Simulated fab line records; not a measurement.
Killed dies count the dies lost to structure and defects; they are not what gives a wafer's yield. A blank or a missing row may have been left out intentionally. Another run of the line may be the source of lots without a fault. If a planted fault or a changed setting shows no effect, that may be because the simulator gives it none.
Matching of chambers :: flow gf180mcu :: hdpcvd-01 running GF_V4_CVD_00: 3 sister chambers
The step deposits SiO2, target thk 600 nm, time 100 s. 3 wafers are shown with their chamber, then 7 later ones without.

## WAFERS, EACH WITH ITS CHAMBER
wafer: L706.6
chamber: 0
sih4 flow sccm (sccm): 59.95

wafer: L707.1
chamber: 1
sih4 flow sccm (sccm): 60.20

wafer: L707.2
chamber: 2
sih4 flow sccm (sccm): 60.08

## WAFERS WITHOUT THEIR CHAMBER
wafer: L707.6
sih4 flow sccm (sccm): 60.16

wafer: L710.2
sih4 flow sccm (sccm): 59.77

wafer: L710.5
sih4 flow sccm (sccm): 60.02

wafer: L710.6
sih4 flow sccm (sccm): 59.89

wafer: L711.1
sih4 flow sccm (sccm): 59.92

wafer: L711.4
sih4 flow sccm (sccm): 59.72

wafer: L711.6
sih4 flow sccm (sccm): 59.90

## EACH ONE'S CHAMBER
wafer: L707.6
from the rows above: can't be placed: 1 or 2 or 0
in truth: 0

wafer: L710.2
from the rows above: can't be placed: 0 or 2
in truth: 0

wafer: L710.5
from the rows above: can't be placed: 2 or 0 or 1
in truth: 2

wafer: L710.6
from the rows above: can't be placed: 0 or 2
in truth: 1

wafer: L711.1
from the rows above: can't be placed: 0 or 2
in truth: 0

wafer: L711.4
from the rows above: can't be placed: 0 or 2
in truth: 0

wafer: L711.6
from the rows above: can't be placed: 0 or 2
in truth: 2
Correctly placed: 0 of 7. Unplaceable from these rows: 7, with the true chamber sitting among the candidates in 6. Number placed wrongly: 0.
How it was worked out, from the rows above alone: a wafer's distance from a chamber is the root of the sum, over the readings, of the square of ((its reading less the chamber's mean) divided by the reading's scatter). The wafer belongs to the nearest chamber; if the next one is less than 2 further off, it can't be placed. A chamber's mean is the mean of its shown wafers. The scatter: root of mean squared gap, hidden wafer to nearest shown wafer, with one shown wafer a chamber.
